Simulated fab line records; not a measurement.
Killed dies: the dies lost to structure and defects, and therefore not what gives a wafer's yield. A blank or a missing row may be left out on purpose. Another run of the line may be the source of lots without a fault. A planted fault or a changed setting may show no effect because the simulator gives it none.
Which of the tools did it?    flow sky130    18 wafers from 6 lots sampled at 2 of the route's 708 steps

WHAT EACH GAUGE READ, for each wafer
SKY_SONOS_ONO_THK_MEAS_01.
lot   measured      on             SONOS_ONO_OXIDATION_THK (nm)
L893  day 11 23:28  film-metro-04  2.61 2.64 2.53
L896  day 13 04:28  film-metro-01  2.58 2.57 2.53
L901  day 14 18:40  film-metro-04  3.26 3.21 3.26
L906  day 16 10:18  film-metro-04  2.57 2.57 2.49
L912  day 18 06:21  film-metro-01  2.59 2.56 2.56
L914  day 19 02:10  film-metro-04  2.56 2.63 2.60

TOOL THAT RAN EACH LOT (tool first, then ch and the chambers of the sampled wafers, then the start)
lot   SKY_SONOS_ONO_OXIDATION_00
L893  furnace-01 ch 0, day 11 22:05
L896  furnace-02 ch 0, day 13 03:07
L901  furnace-01 ch 0, day 14 17:18
L906  furnace-02 ch 0, day 16 08:57
L912  furnace-02 ch 0, day 18 04:59
L914  furnace-02 ch 0, day 19 00:49
- SKY_SONOS_ONO_OXIDATION_00: stabilise 600 s, purge 300 s, target thk 2.6 nm.

THE ANSWER, worked out from the rows above alone
Rule: what is usual is taken from the lots themselves. The widest of any qualifying gaps counts: lots, ordered by their means at a reading, are off when they make up no more than a third of the lots, leave a main group of 4 or more, and stand apart from it by 3 or more times the standard deviation of that group's means. If all means in a main group match to the digits the tables above print for the reading, that group is not used. A lot without any number at a reading at which 4 lots or more have one is off too. Any other lot the step has rows for is counted as sound.
Off: L901, seen at SKY_SONOS_ONO_THK_MEAS_01 (SONOS_ONO_OXIDATION_THK). The main group has a mean of 2.57 nm with a standard deviation of 0.02.
If a tool, at a process step before that reading, ran all the lots that are off and no sound lot after the first of them, it fits. Gauges at SKY_SONOS_ONO_THK_MEAS_01: tried the same way as those tools. One fits: furnace-01 at SKY_SONOS_ONO_OXIDATION_00. A fault onset in the window from L893 (day 11 22:05, its last sound lot) to L901 (day 14 17:18, its first lot off) fits.

WHAT THE SIMULATOR HAD PUT IN
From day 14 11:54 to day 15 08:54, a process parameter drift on furnace-01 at SKY_SONOS_ONO_OXIDATION_00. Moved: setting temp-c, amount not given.
Lots struck among those shown: L901. The rule given above showed the same thing.
